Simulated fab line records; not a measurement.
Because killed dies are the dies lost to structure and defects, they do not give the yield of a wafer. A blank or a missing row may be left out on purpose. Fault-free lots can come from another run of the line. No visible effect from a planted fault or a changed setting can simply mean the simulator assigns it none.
A single fault, viewed from 2 desks | flow gf180mcu | only its own numbers are on each desk; what lay behind them is given at the end

## THE METROLOGY DESK
What the gauges read, lot by lot, whatever tool the lot ran on: means of the sampled wafers that have a number. Any lot whose mean is over 4 standard deviations away from the usual mean is out of limits and marked OUT; that distance is given in the brackets.
Columns: A = V4_W_RS at GF_V4_RS_MEAS_24, usual 0.323 ohm/sq; B = V4_W_THK at GF_V4_THK_MEAS_25, usual 344 nm; C = MIM_CVD_05_THK at GF_MIM_THK_MEAS_06, usual 42.1 nm; D = MIM_ALCU_RS at GF_MIM_RS_MEAS_10, usual 0.1605 ohm/sq; E = MIM_ALCU_THK at GF_MIM_THK_MEAS_11, usual 195.5 nm; F = cd-nm at GF_M5_CD_MEAS_07, usual 279.9 nm; G = M5_OVL at GF_M5_OVL_MEAS_08, usual 1 nm
lot  | first seen here | A     | B   | C    | D      | E     | F     | G
L856 | day 24 07:47    | 0.321 | 352 | 42.1 | 0.1586 | 198.0 | 279.4 | 3
L860 | day 25 21:12    | 0.321 | 353 | 42.4 | 0.1594 | 198.3 | 279.9 | 4
L871 | day 29 06:08    | 0.332 | 332 | 42.6 | 0.1615 | 194.2 | 279.7 | 4
L873 | day 29 21:44    | 0.321 | 343 | 42.3 | 0.1605 | 195.2 | 278.5 | 3
L877 | day 30 21:58    | 0.323 | 343 | 42.0 | 0.1602 | 196.7 | 279.2 | 4
Result from this desk: across the 5 lots, nothing is out of limits.

## AT THE TOOL OWNER'S DESK: pvd-sputter-01
The tool's own readings at GF_MIM_SPUTTER_09 (material TiN, target thk 35 nm, time 29.2 s): means of the sampled wafers that have a number, for each lot that ran on this tool. Any lot whose mean is over 4 standard deviations away from the usual mean is out of limits and marked OUT; that distance is given in the brackets.
Columns: A = cathode-dc-power-W at GF_MIM_SPUTTER_09, usual 6500.1 W; B = throttle-valve-pct at GF_MIM_SPUTTER_09, usual 30.3 %
lot  | first seen here | A                        | B
L860 | day 25 22:04    | 6499.5                   | 31.1
L873 | day 29 22:34    | 6706.4 (+99 or more) OUT | 29.9
This desk finds L873 out of limits, L873 being first, at day 29 22:34 (cathode-dc-power-W at GF_MIM_SPUTTER_09). In limits: L860.

## BROUGHT TOGETHER
The tool owner's desk had the chance to raise an alarm at day 29 22:34 on L873.
The metrology desk saw nothing out of limits.
The metrology desk has L873 on record, within its limits.
The lots listed all ran GF_MIM_SPUTTER_09 on pvd-sputter-01.

## WHAT THE SIMULATOR HAD INSERTED
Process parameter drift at GF_MIM_SPUTTER_09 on pvd-sputter-01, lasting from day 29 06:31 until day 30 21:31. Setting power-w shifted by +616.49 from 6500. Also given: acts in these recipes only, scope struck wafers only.
Struck lots among those shown: L873.
Hours from the fault's start to each desk's first reading out of limits: the tool owner's desk, 16.
